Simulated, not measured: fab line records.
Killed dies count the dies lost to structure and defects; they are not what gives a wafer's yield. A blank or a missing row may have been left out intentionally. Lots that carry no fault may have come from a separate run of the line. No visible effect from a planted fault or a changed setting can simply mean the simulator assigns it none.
Which tool is to blame? | flow sky130 | 45 wafers from 15 lots sampled at 4 of the route's 708 steps

== WHAT EACH GAUGE READ, for each wafer ==
SKY_METAL5_THK_MEAS_06: measures by xrf.
lot  | measured     | on            | METAL5_ALCU_THK (nm)
L133 | day 43 11:49 | film-metro-03 | 1144 1154 1139
L134 | day 43 12:43 | film-metro-03 | 1157 1172 1171
L135 | day 44 06:31 | film-metro-02 | 1144 1147 1145
L136 | day 44 08:31 | film-metro-03 | 1195 1193 1192
L137 | day 44 14:22 | film-metro-03 | 1160 1155 1158
L138 | day 44 17:04 | film-metro-03 | 1145 1136 1149
L141 | day 45 00:49 | film-metro-01 | 1140 1132 1145
L139 | day 45 02:23 | film-metro-03 | 1172 1172 1168
L140 | day 45 03:28 | film-metro-03 | 1153 1162 1150
L145 | day 45 23:23 | film-metro-03 | 1156 1154 1147
L144 | day 46 01:58 | film-metro-01 | 1172 1169 1175
L147 | day 46 14:05 | film-metro-02 | 1165 1161 1167
L148 | day 47 13:26 | film-metro-01 | 1141 1129 1119
L155 | day 48 15:16 | film-metro-02 | 1169 1161 1155
L156 | day 48 17:10 | film-metro-03 | 1168 1156 1162

== WHAT TOOL EACH LOT RAN ON (gives the tool, then ch and the chambers of the sampled wafers, and finally the start) ==
lot  | SKY_VIA3_CMP_24               | SKY_CAP2M_STRIP_14                   | SKY_VIA4_DEVELOP_10
L133 | cmp-01 ch 0,2,3, day 40 08:43 | plasma-asher-04 ch 0,1, day 41 09:35 | litho-track-03 ch 0, day 43 09:59
L134 | cmp-01 ch 0,1, day 40 09:24   | plasma-asher-01 ch 0,1, day 41 10:11 | litho-track-03 ch 0, day 43 10:53
L135 | cmp-02 ch 0,1, day 41 06:51   | plasma-asher-01 ch 0,1, day 42 06:22 | litho-track-04 ch 0, day 44 04:42
L136 | cmp-02 ch 0,2, day 41 08:43   | plasma-asher-04 ch 0, day 42 08:58   | litho-track-01 ch 0, day 44 06:41
L137 | cmp-02 ch 0,1,2, day 41 12:17 | plasma-asher-04 ch 0,1, day 42 12:37 | litho-track-03 ch 0, day 44 12:33
L138 | cmp-02 ch 1,3, day 41 16:50   | plasma-asher-01 ch 1, day 42 16:50   | litho-track-03 ch 0, day 44 15:15
L141 | cmp-02 ch 0,2,3, day 42 00:34 | plasma-asher-04 ch 0,1, day 43 00:18 | litho-track-03 ch 0, day 44 23:00
L139 | cmp-02 ch 0,1,2, day 42 01:59 | plasma-asher-01 ch 0,1, day 43 01:52 | litho-track-01 ch 0, day 45 00:35
L140 | cmp-02 ch 1,2,3, day 42 04:22 | plasma-asher-01 ch 0,1, day 43 03:30 | litho-track-01 ch 0, day 45 01:38
L145 | cmp-02 ch 0,1,2, day 43 01:23 | plasma-asher-02 ch 0,1, day 44 00:29 | litho-track-01 ch 0, day 45 21:04
L144 | cmp-02 ch 1,2,3, day 43 05:17 | plasma-asher-02 ch 1, day 44 03:36   | litho-track-01 ch 0, day 46 00:02
L147 | cmp-02 ch 0,1,3, day 43 17:46 | plasma-asher-02 ch 0,1, day 44 16:52 | litho-track-01 ch 0, day 46 12:17
L148 | cmp-02 ch 0,1,3, day 44 17:38 | plasma-asher-04 ch 0,1, day 45 15:57 | litho-track-03 ch 0, day 47 11:26
L155 | cmp-01 ch 0,1,3, day 45 22:17 | plasma-asher-04 ch 0,1, day 46 20:12 | litho-track-03 ch 0, day 48 13:26
L156 | cmp-01 ch 0,1, day 46 00:47   | plasma-asher-04 ch 0,1, day 46 22:27 | litho-track-04 ch 0, day 48 15:21
- SKY_VIA3_CMP_24: polishes, stops on SiO2, t overpolish 20 s, target thk 0 nm.
- SKY_CAP2M_STRIP_14: strips in O2/N2.
- SKY_VIA4_DEVELOP_10: develop time 60 s.

== AS READ BY THE TOOLS THEMSELVES (means over the sampled wafers that have a number; for cases with no such wafer, the mark the record gives instead) ==
SKY_VIA3_CMP_24.
lot  | tool   | motor-current-A (A) | overpolish-run-s (s) | time-to-endpoint-s (s)
L133 | cmp-01 | 10.9                | 19.989               | 95
L134 | cmp-01 | 11.1                | 20.000               | 98
L135 | cmp-02 | 11.9                | 19.993               | 96
L136 | cmp-02 | 10.7                | 19.993               | 95
L137 | cmp-02 | 11.0                | 19.998               | 93
L138 | cmp-02 | 10.9                | 19.999               | 91
L141 | cmp-02 | 11.0                | 20.003               | 92
L139 | cmp-02 | 11.2                | 20.003               | 89
L140 | cmp-02 | 10.7                | 20.010               | 92
L145 | cmp-02 | 10.7                | 20.002               | 95
L144 | cmp-02 | 11.0                | 19.999               | 99
L147 | cmp-02 | 11.1                | 19.998               | 99
L148 | cmp-02 | 11.4                | 19.992               | 100
L155 | cmp-01 | 11.2                | 19.996               | 95
L156 | cmp-01 | 11.2                | 19.996               | 98

SKY_CAP2M_STRIP_14.
lot  | tool            | drypump-motor-current-A (A) | oes-product-au (a.u.) | strip-time-to-endpoint-s (s)
L133 | plasma-asher-04 | 5.9                         | 0.710                 | 12.68
L134 | plasma-asher-01 | 5.3                         | 0.712                 | 12.69
L135 | plasma-asher-01 | 5.5                         | 0.707                 | 12.63
L136 | plasma-asher-04 | 5.8                         | 0.707                 | 12.59
L137 | plasma-asher-04 | 5.9                         | 0.705                 | 12.57
L138 | plasma-asher-01 | 5.1                         | 0.707                 | 12.62
L141 | plasma-asher-04 | 6.0                         | 0.711                 | 12.59
L139 | plasma-asher-01 | 5.5                         | 0.715                 | 12.66
L140 | plasma-asher-01 | 5.3                         | 0.710                 | 12.56
L145 | plasma-asher-02 | 5.7                         | 0.710                 | 12.60
L144 | plasma-asher-02 | 5.8                         | 0.711                 | 12.67
L147 | plasma-asher-02 | 5.7                         | 0.711                 | 12.66
L148 | plasma-asher-04 | 6.0                         | 0.707                 | 12.66
L155 | plasma-asher-04 | 6.0                         | 0.711                 | 12.66
L156 | plasma-asher-04 | 5.9                         | 0.711                 | 12.61

SKY_VIA4_DEVELOP_10.
lot  | tool           | chill-plate-temp-C (C) | developer-temp-C (C) | exhaust-pa (Pa)
L133 | litho-track-03 | 23.04                  | 23.01                | 45.5
L134 | litho-track-03 | 22.86                  | 23.14                | 44.4
L135 | litho-track-04 | 22.91                  | 23.05                | 44.4
L136 | litho-track-01 | 22.88                  | 23.06                | 44.9
L137 | litho-track-03 | 22.87                  | 22.96                | 45.7
L138 | litho-track-03 | 23.07                  | 22.97                | 45.9
L141 | litho-track-03 | 23.09                  | 23.13                | 45.6
L139 | litho-track-01 | 22.90                  | 22.93                | 44.6
L140 | litho-track-01 | 23.06                  | 23.05                | 45.2
L145 | litho-track-01 | 23.04                  | 25.28                | 45.1
L144 | litho-track-01 | 23.06                  | 25.18                | 44.9
L147 | litho-track-01 | 22.92                  | 25.41                | 45.9
L148 | litho-track-03 | 23.02                  | 23.06                | 44.8
L155 | litho-track-03 | 22.99                  | 22.93                | 45.3
L156 | litho-track-04 | 22.89                  | 23.01                | 46.5

== THE ANSWER, worked out from the rows above alone ==
Rule: usual is defined by the lots themselves. Put in order of their means at a reading, lots are off if they are a third of the lots or fewer, leave a main group of 4 or more, and stand apart from it by a gap of 3 or more times the standard deviation of the main group's means; of several such gaps the widest counts. A main group whose means are all the same, to the digits that the tables above print for the reading, isn't used. A lot without any number at a reading at which 4 lots or more have one is off too. Where the step has rows for the other lots, those lots are counted as sound. Order of review: gauges by route order, followed by the tools' own readings, for which a lot's mean as printed above is used. The first step at which some lot is off is used, and at that step the reading that is off furthest; a lot without a number counts as furthest.
Off at SKY_VIA4_DEVELOP_10 (developer-temp-C): L145, L144, L147. Main group: mean 23.02 C, sd 0.067.
A tool fits if, at that step or a process step before it, it ran every lot that is off, and no sound lot after the first of them. Can't be told from this: 2 tools fit, plasma-asher-02 at SKY_CAP2M_STRIP_14, litho-track-01 at SKY_VIA4_DEVELOP_10.

== WHAT WAS PUT IN BY THE SIMULATOR ==
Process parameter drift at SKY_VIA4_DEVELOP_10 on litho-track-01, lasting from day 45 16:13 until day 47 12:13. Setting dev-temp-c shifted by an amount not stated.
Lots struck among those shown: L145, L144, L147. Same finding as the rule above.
